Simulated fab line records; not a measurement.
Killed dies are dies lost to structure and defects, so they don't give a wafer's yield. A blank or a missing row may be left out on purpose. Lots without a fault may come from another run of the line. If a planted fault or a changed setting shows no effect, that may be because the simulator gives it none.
A struck lot beside a sound one || flow sky130 || 20 out of 708 route steps
Sound: the wafers L525.1, L525.5, L525.6. Struck: wafer L535.4 (left out: L535.1, L535.3 of the same lot, which were not struck); the cause appears at the end.
Per side, at each step with rows, come the tool, then ch with its chambers, and then its first start. Under that, the readings that differ: sound wafers || struck wafers || difference of the means || sigmas: that difference in standard deviations of wafers without a fault.
alike: words and numbers the same on both sides, and readings whose means are apart by under 2 such deviations; not compared: readings that were withheld, readings missing a value for some wafer, numbers with overlapping values and no deviation given by the record, and bounds like >300 which may hide the same value.
Wherever a step has rows on one side only, a row that says differs or no value, or a row with sigmas, the two part there. Numbers that don't overlap but have no deviation are shown without sigmas and don't part them. A reading missing from all wafers of one side parts the sides only when that side holds two or more wafers.

SKY_FIELD_ISO_BOW_MEAS_00:
  sound on film metro-03, day 1 10:00; struck on film metro-04, day 3 12:00
  alike: INCOMING_BOW
then, 1 step without rows for these wafers: SKY_FIELD_ISO_OXIDATION_01 (stabilise 600 s, purge 300 s, target thk 12 nm).
SKY_FIELD_ISO_THK_MEAS_02:
  sound on film metro-04, day 1 11:46; struck on film metro-03, day 3 14:25
  alike: FIELD_ISO_OXIDATION_00_THK
then, 1 step without rows for these wafers: SKY_FIELD_ISO_CVD_03 (deposits Si3N4 from DCS/NH3, target thk 165 nm, time 2830 s).
SKY_FIELD_ISO_THK_MEAS_04:
  sound on film metro-04, day 1 13:37; struck on film metro-03, day 3 16:16
  alike: FIELD_ISO_CVD_03_THK
then, 5 steps without rows for these wafers: SKY_FIELD_ISO_DEHYDRATE_05 (time 60 s); SKY_FIELD_ISO_HMDS_06 (prime time 60 s); SKY_FIELD_ISO_COAT_07 (resist thk 60 nm); SKY_FIELD_ISO_COAT_08 (resist thk 450 nm); SKY_FIELD_ISO_SOFTBAKE_09 (time 90 s).
SKY_FIELD_ISO_EXPOSE_10: exposes mask FOM, target cd 150 nm.
  sound on krf scanner-01 ch 0, day 1 20:13; struck on krf scanner-01 ch 0, day 4 00:58
{"reading": "focus offset nm (nm)", "sound": "-0.6 -0.9 0.0", "struck": 0.9, "difference": "+1.4", "sigmas": "+3"}
  alike: mask, reticle temp C
then, 2 steps without rows for these wafers: SKY_FIELD_ISO_PEB_11; SKY_FIELD_ISO_DEVELOP_12 (develop time 60 s).
SKY_FIELD_ISO_CD_MEAS_13: target cd 150 nm.
  sound on cd sem-02, day 2 03:20; struck on cd sem-01, day 4 08:55
{"reading": "cd nm (nm)", "sound": "147.0 149.7 149.3", "struck": 81.4, "difference": -67.3, "sigmas": -42}
SKY_FIELD_ISO_ETCH_14: etches BARC in N2/H2, stops on SiO2, time 45.9 s, target depth 60 nm.
  sound on rie diel-01 ch 0,1,3, day 2 03:27; struck on rie diel-02 ch 0, day 4 09:02
{"reading": "oes product au (a.u.)", "sound": "0.854 0.850 0.849", "struck": 0.864, "difference": "+0.013", "sigmas": "+3"}
{"reading": "model.FIELD_ISO.cd nm (nm)", "sound": "146.9 148.6 149.9", "struck": 81.07, "difference": -67.40, "sigmas": ""}
  alike: drypump motor current A, throttle valve pct
  not compared: rf hours counter h
SKY_FIELD_ISO_ETCH_15: etches the open film in CHF3/O2, stops on Si, target depth 180 nm, time 72 s.
  sound on rie diel-01 ch 0,1,3, day 2 03:29; struck on rie diel-02 ch 0, day 4 09:05
  alike: drypump motor current A, oes product au, throttle valve pct
  not compared: rf hours counter h
SKY_FIELD_ISO_STRIP_16: strips in O2/N2.
  sound on plasma asher-04 ch 0,1, day 2 03:33; struck on plasma asher-03 ch 0, day 4 09:08
{"reading": "o2 flow sccm (sccm)", "sound": "2982 2985 2993", "struck": 3009, "difference": "+22", "sigmas": "+2"}
  alike: drypump motor current A, oes product au, strip time to endpoint s
  not compared: rf hours counter h
SKY_FIELD_ISO_ETCH_17: etches Si in HBr/Cl2/O2, target depth 342 nm, time 97.7 s.
  sound on rie si-02 ch 0,1,3, day 2 03:39; struck on rie si-01 ch 2, day 4 09:14
{"reading": "model.FIELD_ISO.cd nm (nm)", "sound": "145 150.6 150.5", "struck": 82.35, "difference": -66.35, "sigmas": ""}
  alike: drypump motor current A, oes product au, throttle valve pct
  not compared: rf hours counter h
then, 1 step without rows for these wafers: SKY_FIELD_ISO_WET_ETCH_18 (etches Si3N4 in H3PO4, target depth 25 nm, time 286 s).
-- here the record skips 44 days between the struck wafers' starts before and after, leaving off in module FIELD_ISO and picking up in module PAD_OPEN (first step shown: number 708 of the route) --
SKY_PAD_OPEN_PROBE_99:
  sound on prober-01, day 45 16:26; struck on prober-01, day 48 06:41
{"reading": "killed at front end", "sound": "13 18 14", "struck": 422, "difference": "+407", "sigmas": "+90"}
{"reading": "killed dies", "sound": "80 97 91", "struck": 492, "difference": "+403", "sigmas": "+48"}
{"reading": "killed on rim", "sound": "13 22 19", "struck": 96, "difference": "+78", "sigmas": "+22"}
  alike: killed_at_M0_to_M3, killed_at_M4_up, killed at contacts, killed at other, killed open, killed short

## WHERE THEY PART
First at SKY_FIELD_ISO_EXPOSE_10; last, within this record, at SKY_PAD_OPEN_PROBE_99.

WHY: the cause the simulator had injected
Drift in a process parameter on krf scanner-01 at SKY_FIELD_ISO_EXPOSE_10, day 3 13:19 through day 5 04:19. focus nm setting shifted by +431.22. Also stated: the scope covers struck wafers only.
